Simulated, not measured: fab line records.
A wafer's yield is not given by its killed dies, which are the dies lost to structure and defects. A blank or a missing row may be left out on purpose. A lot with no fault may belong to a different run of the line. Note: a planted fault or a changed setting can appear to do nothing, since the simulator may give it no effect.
fab line records	flow sfq_line
record: lots: 14	wafers: 42	last_day: 81
route steps=325 shown INCOMING@1 I1@80 I4@173
lots that met no fault: from a run of the same line without faults
start_h: start of the lot's first displayed wafer, in hours after the record's first day	wait_h: hours since the lot's step before	" same as the row above	L1.1+2: several wafers, shown together as one row	- no value, or no start given	* or withheld: withheld	< > ~ a bound
route shown NAME@n: a module of which the file shows steps, and the number in the route of the first	usual: mean and standard deviation over wafers with no fault	same: alike in all rows	chamber/n: place in a boat	sites: the reading at each site	_std_site: the values' standard deviation	_edge_site: outer sites' mean less inner sites'	radius_mm: how far each site lies from the wafer's centre	mask NAME#n: copy n	behind: the most recent tool/chamber to have shaped the wafer	hold: reason for holding the lot/hours on hold/outcome of the hold	device: which transistor (n, p or np) failed to switch	end of line: the same wafers' tests at the end of the route	for a step that has no rows: nothing shown but its recipe	killed: not the wafer's yield, but the dies lost to structure and defects at the first sort	map: shows each die of a wafer: x if killed, . if not, _ if none is there
set.NAME: the run value of the setting; set.NAME@STEP: its run value at that earlier step	model.NAME: the simulator's own value behind a step, which no gauge read
route steps across a sampled set of lots; one table per step, one row per wafer
services: from which hour (start_h, from the record's first day; less than 0 if before it) a tool's chamber was out of use, for how many hours, and why
== steps ==
step: SFQ_INCOMING_BOW_MEAS_900
recipe: mode: bow
usual: INCOMING_BOW: 0/6.5
lot.wafer	tool	chamber	start_h	wait_h	INCOMING_BOW[um]
L961.4	film_metro-01	-	10.06	-	-4
L961.5	"	-	"	"	-5
L961.6	"	-	"	"	10
L963.3	film_metro-01	-	20.04	-	-2
L963.4	"	-	"	"	-8
L963.6	"	-	"	"	0
L964.1	film_metro-01	-	25.00	-	1
L964.2	"	-	"	"	3
L964.4	"	-	"	"	-2
L967.1	film_metro-02	-	40.00	-	4
L967.2	"	-	"	"	2
L967.5	"	-	"	"	11
L969.2	film_metro-03	-	50.02	-	-1
L969.3	"	-	"	"	1
L969.4	"	-	"	"	7
L971.1	film_metro-03	-	60.00	-	10
L971.2	"	-	"	"	3
L971.5	"	-	"	"	-2
L972.1	film_metro-01	-	65.00	-	2
L972.2	"	-	"	"	13
L972.4	"	-	"	"	4
L975.1	film_metro-03	-	80.00	-	8
L975.4	"	-	"	"	4
L975.6	"	-	"	"	5
L979.1	film_metro-01	-	100.00	-	3
L979.2	"	-	"	"	11
L979.4	"	-	"	"	-9
L980.2	film_metro-03	-	105.02	-	0
L980.3	"	-	"	"	2
L980.5	"	-	"	"	-5
L981.2	film_metro-03	-	110.02	-	-10
L981.3	"	-	"	"	-7
L981.5	"	-	"	"	0
L982.3	film_metro-01	-	115.04	-	4
L982.4	"	-	"	"	-9
L982.5	"	-	"	"	-3
L983.3	film_metro-01	-	120.04	-	6
L983.5	"	-	"	"	-6
L983.6	"	-	"	"	-19
L984.2	film_metro-02	-	125.02	-	5
L984.3	"	-	"	"	-3
L984.6	"	-	"	"	1
step: SFQ_TRILAYER_I1_VIA_LITHO_EXPOSE_050
recipe: mask_id: I1	na: 0.6	source_shape: conventional	sigma_outer: 0.65	target_cd_nm: 500	dose_mj: 21.3
usual: exposure_dose_mJ_cm2: 21.301/0.019
lot.wafer	tool	chamber	start_h	wait_h	mask	exposure_dose_mJ_cm2
L961.4	krf_scanner-02	0	554.99	-	I1#0	21.300
L961.5	"	0	"	"	I1#0	21.298
L961.6	"	0	"	"	I1#0	21.317
L963.3	krf_scanner-01	0	584.45	-	I1#0	21.280
L963.4	"	0	"	"	I1#0	21.337
L963.6	"	0	"	"	I1#0	21.319
L964.1	krf_scanner-01	0	585.25	-	I1#0	21.326
L964.2	"	0	"	"	I1#0	21.326
L964.4	"	0	"	"	I1#0	21.300
L967.1	krf_scanner-01	0	622.16	-	I1#0	21.304
L967.2	"	0	"	"	I1#0	21.327
L967.5	"	0	"	"	I1#0	21.323
L969.2	krf_scanner-02	0	649.06	-	I1#0	21.297
L969.3	"	0	"	"	I1#0	21.319
L969.4	"	0	"	"	I1#0	21.288
L971.1	krf_scanner-02	0	654.50	-	I1#0	21.294
L971.2	"	0	"	"	I1#0	21.282
L971.5	"	0	"	"	I1#0	21.289
L972.1	krf_scanner-02	0	665.40	-	I1#0	21.294
L972.2	"	0	"	"	I1#0	21.305
L972.4	"	0	"	"	I1#0	21.290
L975.1	krf_scanner-02	0	682.27	-	I1#0	21.314
L975.4	"	0	"	"	I1#0	21.278
L975.6	"	0	"	"	I1#0	21.305
L979.1	krf_scanner-01	0	858.48	-	I1#0	21.291
L979.2	"	0	"	"	I1#0	21.270
L979.4	"	0	"	"	I1#0	21.288
L980.2	krf_scanner-01	0	861.08	-	I1#0	21.303
L980.3	"	0	"	"	I1#0	21.295
L980.5	"	0	"	"	I1#0	21.303
L981.2	krf_scanner-01	0	867.08	-	I1#0	21.297
L981.3	"	0	"	"	I1#0	21.333
L981.5	"	0	"	"	I1#0	21.322
L982.3	krf_scanner-01	0	874.48	-	I1#0	21.307
L982.4	"	0	"	"	I1#0	21.299
L982.5	"	0	"	"	I1#0	21.334
L983.3	krf_scanner-02	0	886.75	-	I1#0	21.290
L983.5	"	0	"	"	I1#0	21.306
L983.6	"	0	"	"	I1#0	21.301
L984.2	krf_scanner-02	0	906.57	-	I1#0	21.299
L984.3	"	0	"	"	I1#0	21.307
L984.6	"	0	"	"	I1#0	21.299
step: SFQ_I1_OVL_MEAS_913
usual: I1_OVL: 2/6.2
lot.wafer	tool	chamber	start_h	wait_h	I1_OVL[nm]
L961.4	overlay-01	-	555.91	0.1	12
L961.5	"	-	"	"	20
L961.6	"	-	"	"	7
L963.3	overlay-01	-	585.56	0.1	-5
L963.4	"	-	"	"	0
L963.6	"	-	"	"	0
L964.1	overlay-01	-	586.75	0.1	4
L964.2	"	-	"	"	-2
L964.4	"	-	"	"	-1
L967.1	overlay-01	-	623.66	0.1	-5
L967.2	"	-	"	"	-7
L967.5	"	-	"	"	-3
L969.2	overlay-01	-	650.37	0.1	2
L969.3	"	-	"	"	3
L969.4	"	-	"	"	-1
L971.1	overlay-01	-	656.02	0.1	11
L971.2	"	-	"	"	12
L971.5	"	-	"	"	13
L972.1	overlay-02	-	666.90	0.1	-3
L972.2	"	-	"	"	0
L972.4	"	-	"	"	3
L975.1	overlay-01	-	683.77	0.1	7
L975.4	"	-	"	"	12
L975.6	"	-	"	"	7
L979.1	overlay-02	-	859.98	0.1	0
L979.2	"	-	"	"	2
L979.4	"	-	"	"	9
L980.2	overlay-02	-	862.38	0.1	-1
L980.3	"	-	"	"	0
L980.5	"	-	"	"	-2
L981.2	overlay-01	-	868.38	0.1	84
L981.3	"	-	"	"	79
L981.5	"	-	"	"	78
L982.3	overlay-01	-	875.59	0.1	77
L982.4	"	-	"	"	81
L982.5	"	-	"	"	72
L983.3	overlay-01	-	887.86	0.1	0
L983.5	"	-	"	"	2
L983.6	"	-	"	"	4
L984.2	overlay-02	-	907.88	0.1	-2
L984.3	"	-	"	"	5
L984.6	"	-	"	"	-6
step: SFQ_TRILAYER_I1_VIA_BARC_OPEN_VIA_ETCH_071
recipe: mask_material: PR	chemistry: O2	target_depth_nm: 125	target: BARC	source_w: 500	bias_w: 80	pressure_mtorr: 30	time_s: 41.7
usual: drypump_motor_current_A: 5.6/0.55	oes_product_au: 0.684/0.0043
lot.wafer	tool	chamber	start_h	wait_h	drypump_motor_current_A	oes_product_au	rf_hours_counter_h
L961.4	rie_diel-02	1	555.93	0.0	6.4	0.687	28
L961.5	"	0	"	"	5.9	0.688	-
L961.6	"	1	"	"	6.4	0.677	-
L963.3	rie_diel-01	0	585.58	0.0	4.8	0.685	1
L963.4	"	3	"	"	4.8	0.679	-
L963.6	"	0	"	"	4.8	0.689	-
L964.1	rie_diel-02	0	586.78	0.0	5.9	0.683	59
L964.2	"	1	"	"	6.4	0.679	28
L964.4	"	3	"	"	5.4	0.686	4
L967.1	rie_diel-01	1	623.69	0.0	5.9	0.685	0
L967.2	"	3	"	"	4.8	0.688	16
L967.5	"	3	"	"	4.8	0.687	-
L969.2	rie_diel-04	3	650.40	0.0	6.4	0.686	56
L969.3	"	0	"	"	6.2	0.683	5
L969.4	"	2	"	"	5.5	0.681	3
L971.1	rie_diel-04	3	656.06	0.0	6.4	0.689	57
L971.2	"	2	"	"	5.5	0.684	4
L971.5	"	1	"	"	5.3	0.681	-
L972.1	rie_diel-01	1	666.93	0.0	6.0	0.685	1
L972.2	"	3	"	"	4.8	0.686	17
L972.4	"	2	"	"	5.5	0.685	54
L975.1	rie_diel-01	2	683.80	0.0	5.5	0.683	54
L975.4	"	3	"	"	4.8	0.681	17
L975.6	"	0	"	"	4.8	0.694	-
L979.1	rie_diel-01	2	860.01	0.0	5.5	0.680	1
L979.2	"	1	"	"	5.9	0.691	5
L979.4	"	0	"	"	4.8	0.690	6
L980.2	rie_diel-02	2	862.41	0.0	5.5	0.681	5
L980.3	"	3	"	"	5.4	0.689	8
L980.5	"	0	"	"	5.9	0.688	-
L981.2	rie_diel-04	1	868.41	0.0	5.3	0.692	7
L981.3	"	3	"	"	6.4	0.690	2
L981.5	"	2	"	"	5.5	0.679	-
L982.3	rie_diel-02	2	875.61	0.0	5.5	0.683	6
L982.4	"	2	"	"	5.5	0.687	-
L982.5	"	3	"	"	5.4	0.686	-
L983.3	rie_diel-01	3	887.89	0.0	4.8	0.689	21
L983.5	"	3	"	"	4.8	0.681	-
L983.6	"	2	"	"	5.5	0.683	-
L984.2	rie_diel-01	0	907.91	0.0	4.8	0.680	7
L984.3	"	3	"	"	4.8	0.691	21
L984.6	"	3	"	"	4.8	0.678	-
step: SFQ_I4_OVL_MEAS_928
usual: I4_OVL: 0/6.1
lot.wafer	tool	chamber	start_h	wait_h	I4_OVL[nm]
L961.4	overlay-01	-	1030.69	0.1	-4
L961.5	"	-	"	"	1
L961.6	"	-	"	"	-7
L963.3	overlay-01	-	1164.74	0.1	1
L963.4	"	-	"	"	7
L963.6	"	-	"	"	9
L964.1	overlay-01	-	1168.33	0.1	-10
L964.2	"	-	"	"	-7
L964.4	"	-	"	"	-16
L967.1	overlay-02	-	1283.14	0.1	-8
L967.2	"	-	"	"	0
L967.5	"	-	"	"	-1
L969.2	overlay-02	-	1301.14	0.1	5
L969.3	"	-	"	"	4
L969.4	"	-	"	"	4
L971.1	overlay-02	-	1308.34	0.1	4
L971.2	"	-	"	"	-1
L971.5	"	-	"	"	2
L972.1	overlay-02	-	1313.14	0.1	6
L972.2	"	-	"	"	6
L972.4	"	-	"	"	4
L975.1	overlay-01	-	1340.74	0.1	-12
L975.4	"	-	"	"	-11
L975.6	"	-	"	"	-12
L979.1	overlay-01	-	1372.13	0.1	7
L979.2	"	-	"	"	4
L979.4	"	-	"	"	5
L980.2	overlay-01	-	1382.97	0.1	-6
L980.3	"	-	"	"	0
L980.5	"	-	"	"	1
L981.2	overlay-01	-	1384.17	0.1	7
L981.3	"	-	"	"	4
L981.5	"	-	"	"	10
L982.3	overlay-01	-	1421.30	0.1	10
L982.4	"	-	"	"	11
L982.5	"	-	"	"	6
L983.3	overlay-02	-	1431.03	0.1	-1
L983.5	"	-	"	"	0
L983.6	"	-	"	"	4
L984.2	overlay-02	-	1434.62	0.1	3
L984.3	"	-	"	"	-3
L984.6	"	-	"	"	0
== services ==
tool	chamber	start_h	hours	kind
krf_scanner-02	-	531.06	3.6	pm
krf_scanner-02	-	534.61	4.4	pm
krf_scanner-02	-	549.79	1.0	pm
krf_scanner-02	-	573.59	0.8	pm
krf_scanner-01	-	577.05	1.0	pm
rie_diel-01	3	606.13	12.9	repair
krf_scanner-01	-	615.64	1.3	pm
krf_scanner-01	-	616.94	4.0	pm
krf_scanner-02	-	635.97	0.6	repair
krf_scanner-01	-	639.07	0.8	pm
krf_scanner-02	-	660.50	1.3	pm
rie_diel-01	0	684.74	9.2	repair
krf_scanner-01	-	710.00	6.6	repair
krf_scanner-02	-	718.82	1.0	pm
krf_scanner-02	-	742.62	0.8	pm
krf_scanner-02	-	743.20	0.3	repair
rie_diel-01	2	745.75	5.2	repair
krf_scanner-01	-	746.07	1.0	pm
krf_scanner-01	-	750.67	0.8	pm
krf_scanner-01	-	752.72	1.9	repair
rie_diel-01	1	762.47	5.4	repair
krf_scanner-01	-	769.95	3.6	pm
krf_scanner-01	-	791.54	1.3	pm
krf_scanner-01	-	807.98	0.8	pm
== key ==
first_sign: step: SFQ_I1_OVL_MEAS_913	reading: I1_OVL	direction: up	sigmas: 12	usual: 2	struck: 78
effect none on later readings
met_at SFQ_TRILAYER_I1_VIA_LITHO_EXPOSE_050
struck_lots L981,L982
not_acting_at SFQ_INCOMING_BOW_MEAS_900,SFQ_TRILAYER_I1_VIA_BARC_OPEN_VIA_ETCH_071,SFQ_I4_OVL_MEAS_928
onset_between 861.08 867.08
fault: kind: scanner_matching_overlay	tool: krf_scanner-01	chamber: -	onset_h: 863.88	steps: SFQ_TRILAYER_I1_VIA_LITHO_EXPOSE_050	offset: 81.033
